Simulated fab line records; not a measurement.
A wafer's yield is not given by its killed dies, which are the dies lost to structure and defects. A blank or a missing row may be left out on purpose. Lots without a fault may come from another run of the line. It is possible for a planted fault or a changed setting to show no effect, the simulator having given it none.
fab line records	flow sky130
record: lots: 13	wafers: 39	last_day: 50
route steps=708 shown VT_ADJUST_LVTN@118 POLY_CUT@317 LI_CONTACT@383 METAL1@437
lots that met no fault: from a run of the same line without faults
start_h: start of the lot's first displayed wafer, in hours after the record's first day	wait_h: hours elapsed since this lot's preceding step	" unchanged from the row above	L1.1+2: one row covering several wafers at once	- value missing, or start not given	* or withheld: withheld	< > ~ a bound
route shown NAME@n: NAME is a module with steps in the file, n the number in the route of the first one	usual: mean/standard deviation of fault-free wafers	same: alike in all rows	chamber/n: place in a boat	sites: readings site by site	_std_site: the standard deviation of these	_edge_site: mean of outer sites minus mean of inner sites	radius_mm: for every site, how far away it sits from the centre of the wafer	mask NAME#n: copy n	behind: the tool/chamber that last shaped the wafer	hold: cause of the lot's hold/its duration in hours/its outcome	device: names the non-switching transistor (n, p or np)	end of line: at the end of the route, the tests of the same wafers	a step without rows: its recipe alone	killed: count of dies lost to structure and defects at first sort (not the wafer's yield)	map: per-die view of a wafer (x killed, . not killed, _ where there is no die)
set.NAME: the setting the step ran with; set.NAME@STEP: the setting that earlier step ran with	model.NAME: the simulator's own value behind a step, which no gauge read
one table for each step of the route and one row for each wafer, over a sample of lots
services: the hour from which a tool's chamber was out of use, counted from the record's first day as start_h (under 0 if before that day), plus the number of hours and why
== steps ==
step: SKY_VT_ADJUST_LVTN_TW_MEAS_21
usual: VT_ADJUST_LVTN_2_TW: 186.2/2.3
lot.wafer	tool	chamber	start_h	wait_h	VT_ADJUST_LVTN_2_TW
L184.1	film_metro-04	-	160.68	0.1	185.1
L184.2	"	-	"	"	184.8
L184.6	"	-	"	"	185.6
L185.2	film_metro-03	-	170.02	0.1	188.0
L185.4	"	-	"	"	189.1
L185.5	"	-	"	"	189.7
L186.1	film_metro-03	-	172.08	0.1	188.3
L186.5	"	-	"	"	188.9
L186.6	"	-	"	"	188.2
L187.2	film_metro-03	-	181.49	0.1	187.7
L187.5	"	-	"	"	187.8
L187.6	"	-	"	"	188.2
L191.1	film_metro-03	-	209.08	0.1	189.3
L191.2	"	-	"	"	190.3
L191.6	"	-	"	"	190.1
L194.2	film_metro-03	-	226.86	0.1	189.9
L194.4	"	-	"	"	190.2
L194.6	"	-	"	"	189.4
L195.1	film_metro-02	-	232.71	0.1	184.1
L195.4	"	-	"	"	184.5
L195.5	"	-	"	"	184.2
L198.1	film_metro-02	-	253.60	0.1	184.8
L198.4	"	-	"	"	185.8
L198.6	"	-	"	"	185.2
L202.1	film_metro-02	-	279.93	0.1	184.2
L202.3	"	-	"	"	183.7
L202.4	"	-	"	"	183.2
L203.4	film_metro-02	-	287.34	0.1	184.9
L203.5	"	-	"	"	182.7
L203.6	"	-	"	"	184.4
L204.2	film_metro-04	-	295.82	0.1	186.8
L204.4	"	-	"	"	186.7
L204.6	"	-	"	"	186.8
L206.4	film_metro-03	-	309.03	0.1	190.8
L206.5	"	-	"	"	189.5
L206.6	"	-	"	"	189.6
L207.3	film_metro-04	-	320.42	0.1	186.0
L207.4	"	-	"	"	186.1
L207.5	"	-	"	"	186.2
step: SKY_POLY_CUT_ETCH_10
recipe: chemistry: N2/H2	target: BARC	ion_energy_ev: 200	source_w: 500	bias_w: 100	pressure_mtorr: 30	n2_flow_sccm: 100	h2_flow_sccm: 200	stop_on: SiO2	time_s: 45.9	target_depth_a: 600
usual: drypump_motor_current_A: 5.7/0.5	oes_product_au: 0.854/0.0048	rf_fwd_power_W: 494.5/2.3	throttle_valve_pct: 13.224/0.0086
lot.wafer	tool	chamber	start_h	wait_h	drypump_motor_current_A	oes_product_au	rf_fwd_power_W	rf_hours_counter_h	throttle_valve_pct
L184.1	rie_diel-02	2	553.80	0.0	5.5	0.854	494.2	10	13.229
L184.2	"	1	"	"	6.0	0.855	493.9	77	13.218
L184.6	"	0	"	"	5.2	0.859	494.4	-	13.213
L185.2	rie_diel-03	3	560.05	0.0	6.3	0.850	496.6	8	13.237
L185.4	"	1	"	"	6.3	0.858	495.9	2	13.228
L185.5	"	0	"	"	5.4	0.852	492.1	-	13.214
L186.1	rie_diel-01	1	569.05	0.0	6.6	0.851	497.0	31	13.236
L186.5	"	0	"	"	5.2	0.853	491.0	-	13.212
L186.6	"	1	"	"	6.6	0.857	496.0	-	13.232
L187.2	rie_diel-02	1	580.62	0.0	6.0	0.861	490.6	0	13.223
L187.5	"	2	"	"	5.5	0.853	494.3	-	13.225
L187.6	"	3	"	"	5.8	0.852	498.8	-	13.226
L191.1	rie_diel-01	0	620.22	0.0	5.2	0.849	492.0	19	13.217
L191.2	"	1	"	"	6.7	0.853	496.6	32	13.226
L191.6	"	0	"	"	5.2	0.863	492.7	-	13.227
L194.2	rie_diel-03	0	645.80	0.0	5.3	0.855	415.6	46	13.227
L194.4	"	2	"	"	6.4	0.855	497.7	5	13.233
L194.6	"	0	"	"	5.3	0.858	412.9	-	13.220
L195.1	rie_diel-03	3	649.50	0.0	6.3	0.858	495.0	10	13.223
L195.4	"	0	"	"	5.4	0.860	415.7	46	13.232
L195.5	"	0	"	"	5.3	0.852	411.4	-	13.216
L198.1	rie_diel-01	0	673.67	0.0	5.2	0.856	492.6	20	13.223
L198.4	"	3	"	"	5.2	0.862	494.8	2	13.225
L198.6	"	1	"	"	6.6	0.854	498.0	-	13.228
L202.1	rie_diel-02	0	704.50	0.0	5.2	0.846	494.8	1	13.224
L202.3	"	3	"	"	5.8	0.855	493.5	5	13.230
L202.4	"	2	"	"	5.5	0.857	492.6	13	13.220
L204.2	rie_diel-01	1	726.20	0.0	6.6	0.854	494.9	34	13.218
L204.4	"	0	"	"	5.2	0.858	494.1	21	13.215
L204.6	"	3	"	"	5.2	0.848	495.2	-	13.250
L203.4	rie_diel-02	1	729.82	0.0	5.9	0.861	488.8	-	13.222
L203.5	"	0	"	"	5.1	0.852	494.6	-	13.211
L203.6	"	2	"	"	5.6	0.843	495.7	-	13.221
L206.4	rie_diel-02	3	737.45	0.0	5.8	0.857	497.3	5	13.225
L206.5	"	1	"	"	5.9	0.856	489.2	-	13.229
L206.6	"	2	"	"	5.5	0.860	495.7	-	13.222
L207.3	rie_diel-02	3	742.55	0.0	5.8	0.857	493.4	5	13.218
L207.4	"	2	"	"	5.5	0.854	493.1	14	13.215
L207.5	"	1	"	"	6.0	0.855	490.8	-	13.228
step: SKY_LI_CONTACT_CVD_21
recipe: material: W	target_thk_nm: 400	time_s: 120.56	temp_c: 400	pressure_torr: 40
usual: heater_power_w: 875/43
lot.wafer	tool	chamber	start_h	wait_h	heater_power_w	since_wet_clean_h
L184.1	cvd_w-02	1	672.84	0.0	863	769
L184.2	"	0	"	"	974	769
L184.6	"	0	"	"	924	-
L185.2	cvd_w-02	1	679.10	0.0	855	775
L185.4	"	1	"	"	854	-
L185.5	"	1	"	"	838	-
L186.1	cvd_w-02	1	687.23	0.0	834	783
L186.5	"	0	"	"	942	-
L186.6	"	1	"	"	840	-
L187.2	cvd_w-02	0	696.17	0.0	949	792
L187.5	"	1	"	"	851	-
L187.6	"	0	"	"	960	-
L191.1	cvd_w-01	1	735.02	0.0	860	331
L191.2	"	0	"	"	854	331
L191.6	"	0	"	"	839	-
L194.2	cvd_w-01	1	759.56	0.0	843	356
L194.4	"	0	"	"	856	-
L194.6	"	1	"	"	847	-
L195.1	cvd_w-01	1	764.63	0.0	851	361
L195.4	"	0	"	"	849	-
L195.5	"	0	"	"	863	-
L198.1	cvd_w-01	1	785.93	0.0	875	382
L198.4	"	1	"	"	845	-
L198.6	"	0	"	"	869	-
L202.1	cvd_w-02	0	814.87	0.0	952	911
L202.3	"	0	"	"	949	-
L202.4	"	1	"	"	851	-
L204.2	cvd_w-01	1	834.58	0.0	847	431
L204.4	"	1	"	"	856	-
L204.6	"	0	"	"	866	-
L203.4	cvd_w-01	0	838.25	0.1	854	-
L203.5	"	1	"	"	866	-
L203.6	"	0	"	"	848	-
L206.4	cvd_w-02	0	846.01	0.1	954	-
L206.5	"	1	"	"	856	-
L206.6	"	0	"	"	950	-
L207.3	cvd_w-02	1	851.23	0.1	860	-
L207.4	"	0	"	"	970	-
L207.5	"	0	"	"	950	-
step: SKY_METAL1_SPUTTER_03
recipe: material: Ti	target_thk_nm: 5	power_w: 3000	time_s: 3.3	chamber_pressure_pa: 0.4
usual: throttle_valve_pct: 30.4/1.2
lot.wafer	tool	chamber	start_h	wait_h	throttle_valve_pct
L184.1	pvd_sputter-02	-	733.55	0.0	29.4
L184.2	"	-	"	"	31.2
L184.6	"	-	"	"	33.0
L185.2	pvd_sputter-01	-	738.43	0.0	29.9
L185.4	"	-	"	"	30.3
L185.5	"	-	"	"	29.0
L186.1	pvd_sputter-04	-	746.85	0.0	29.8
L186.5	"	-	"	"	30.2
L186.6	"	-	"	"	29.8
L187.2	pvd_sputter-01	-	754.60	0.0	30.3
L187.5	"	-	"	"	30.7
L187.6	"	-	"	"	29.2
L191.1	pvd_sputter-04	-	792.45	0.0	30.1
L191.2	"	-	"	"	28.6
L191.6	"	-	"	"	31.5
L194.2	pvd_sputter-01	-	816.28	0.0	30.6
L194.4	"	-	"	"	30.6
L194.6	"	-	"	"	30.3
L195.1	pvd_sputter-02	-	821.17	0.0	31.3
L195.4	"	-	"	"	30.1
L195.5	"	-	"	"	29.5
L198.1	pvd_sputter-01	-	842.10	0.0	30.4
L198.4	"	-	"	"	29.9
L198.6	"	-	"	"	30.6
L202.1	pvd_sputter-01	-	871.58	0.0	30.4
L202.3	"	-	"	"	30.3
L202.4	"	-	"	"	29.5
L204.2	pvd_sputter-01	-	891.57	0.0	30.3
L204.4	"	-	"	"	30.0
L204.6	"	-	"	"	29.7
L203.4	pvd_sputter-02	-	893.61	0.0	31.1
L203.5	"	-	"	"	31.3
L203.6	"	-	"	"	33.1
L206.4	pvd_sputter-01	-	900.95	0.0	30.5
L206.5	"	-	"	"	29.5
L206.6	"	-	"	"	29.8
L207.3	pvd_sputter-02	-	906.41	0.0	32.9
L207.4	"	-	"	"	29.4
L207.5	"	-	"	"	29.7
== services ==
tool	chamber	start_h	hours	kind
rie_diel-01	3	532.75	6.2	repair
rie_diel-01	-	535.89	2.0	repair
rie_diel-02	2	540.59	12.1	repair
rie_diel-01	3	540.97	25.7	repair
cvd_w-02	-	561.48	2.8	pm
cvd_w-02	1	600.23	2.0	repair
rie_diel-02	0	612.58	9.5	repair
rie_diel-01	1	612.94	4.6	repair
rie_diel-02	2	615.30	5.8	repair
rie_diel-02	-	617.42	0.8	repair
pvd_sputter-02	-	622.05	0.5	repair
cvd_w-01	-	679.05	6.0	pm
rie_diel-01	0	696.56	4.5	repair
rie_diel-02	3	728.93	2.9	repair
rie_diel-02	1	730.34	4.9	repair
cvd_w-01	-	746.86	1.0	repair
rie_diel-01	-	752.40	2.8	pm
rie_diel-02	-	762.95	2.8	pm
rie_diel-02	0	769.83	4.2	repair
rie_diel-01	1	786.16	32.2	repair
cvd_w-01	-	801.40	28.1	pm
pvd_sputter-02	-	811.12	2.6	repair
cvd_w-02	-	878.77	0.7	repair
cvd_w-02	-	904.00	14.0	pm
== key ==
first_sign: step: SKY_POLY_CUT_ETCH_10	reading: rf_fwd_power_W	direction: down	sigmas: 36	usual: 494.5	struck: 413.9
effect none on later readings
met_at SKY_POLY_CUT_ETCH_10
struck_lots L194,L195
struck_wafers L194.2,L194.6,L195.4,L195.5
tester_left_out L194,L195
not_acting_at SKY_VT_ADJUST_LVTN_TW_MEAS_21,SKY_LI_CONTACT_CVD_21,SKY_METAL1_SPUTTER_03
onset_between 560.05 645.80
fault: kind: process_parameter_drift	tool: rie_diel-03	chamber: 0	onset_h: 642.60	steps: SKY_POLY_CUT_ETCH_10	channel: source_w	offset: -80	shape: step	end_h: 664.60	acts_in: these_recipes_only	stated: 500
tester_left_out: of these lots the tester's yield and bins aren't shown, on N5 and GAA mostly nor the transistor test; their killed dies are dies lost to structure and defects alone, not to doping, threshold or leakage, so they don't give the yield
